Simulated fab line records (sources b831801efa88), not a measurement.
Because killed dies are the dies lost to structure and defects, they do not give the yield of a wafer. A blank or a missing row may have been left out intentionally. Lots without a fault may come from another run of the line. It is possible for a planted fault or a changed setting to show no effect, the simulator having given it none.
2 desks looking at one fault / flow sky130 / numbers are kept per desk, each desk with only its own; the story behind them comes last

## FOR THE TOOL OWNER'S DESK: furnace-02
The tool's own readings at SKY_GATE_OXIDE_OXIDATION_01 (stabilise 600 s, purge 300 s, target thk 10.268 nm): means of the sampled wafers that have a number, for each lot that ran on this tool. The brackets show how far a lot's mean lies from the usual mean; more than 4 standard deviations puts the lot out of limits, marked OUT.
Columns: A = spike-tc-upper-C at SKY_GATE_OXIDE_OXIDATION_01, usual 900.4 C; B = tube_center_temp_C_max at SKY_GATE_OXIDE_OXIDATION_01, usual 902.3
lot=L884; first seen here=day 13 08:38; A=902.6; B=902.3
lot=L885; first seen here=day 13 16:22; A=902.0; B=902.7
lot=L886; first seen here=day 14 02:11; A=901.5; B=902.1
lot=L893; first seen here=day 16 23:16; A=901.7; B=902.6
lot=L894; first seen here=day 17 04:42; A=903.2; B=902.5
lot=L898; first seen here=day 18 10:50; A=902.8; B=902.2
lot=L901; first seen here=day 19 08:48; A=902.9; B=902.4
lot=L902; first seen here=day 19 16:33; A=902.4; B=902.3
This desk's finding: nothing out of limits on any of the 8 lots.

## FROM THE METROLOGY DESK
What the gauges read, lot by lot, whatever tool the lot ran on: means of the sampled wafers that have a number. The brackets show how far a lot's mean lies from the usual mean; more than 4 standard deviations puts the lot out of limits, marked OUT.
Columns: A = GATE_OXIDE_OXIDATION_00_THK at SKY_GATE_OXIDE_THK_MEAS_02, usual 10.24 nm; B = VIA1_HDPCVD_THK at SKY_VIA1_THK_MEAS_01, usual 1028 nm
lot=L881; first seen here=day 12 14:41; A=10.17; B=1001
lot=L884; first seen here=day 13 10:02; A=10.72; B=1026
lot=L885; first seen here=day 13 17:46; A=12.82 (+9.6) OUT; B=1025
lot=L886; first seen here=day 14 03:36; A=12.82 (+9.5) OUT; B=1016
lot=L893; first seen here=day 17 00:41; A=10.27; B=1035
lot=L894; first seen here=day 17 06:08; A=10.27; B=1017
lot=L895; first seen here=day 17 10:50; A=9.81; B=1030
lot=L898; first seen here=day 18 12:14; A=10.52; B=1036
lot=L900; first seen here=day 19 09:02; A=10.19; B=1025
lot=L901; first seen here=day 19 10:14; A=10.20; B=1032
lot=L902; first seen here=day 19 17:58; A=10.44; B=1041
lot=L904; first seen here=day 20 18:24; A=10.39; B=1031
This desk's result: L885, L886 out of limits, first on L885 (GATE_OXIDE_OXIDATION_00_THK at SKY_GATE_OXIDE_THK_MEAS_02), day 13 17:46. L881, L884, L893, L894, L895, L898, L900, L901, L902, L904: within limits.

## PUT TOGETHER
On L885, L886, the metrology desk was in a position to raise an alarm at day 13 17:46.
The tool owner's desk saw nothing out of limits.
The tool owner's desk has L885, L886 on record, within its limits.
Of the lots named, all ran SKY_GATE_OXIDE_OXIDATION_01 on furnace-02.

## WHAT THE SIMULATOR HAD PUT IN
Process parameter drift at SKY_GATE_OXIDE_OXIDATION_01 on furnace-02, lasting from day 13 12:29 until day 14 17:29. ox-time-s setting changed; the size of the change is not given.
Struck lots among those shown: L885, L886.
Delay in hours, fault start to first out-of-limits reading, per desk: metrology desk 5.
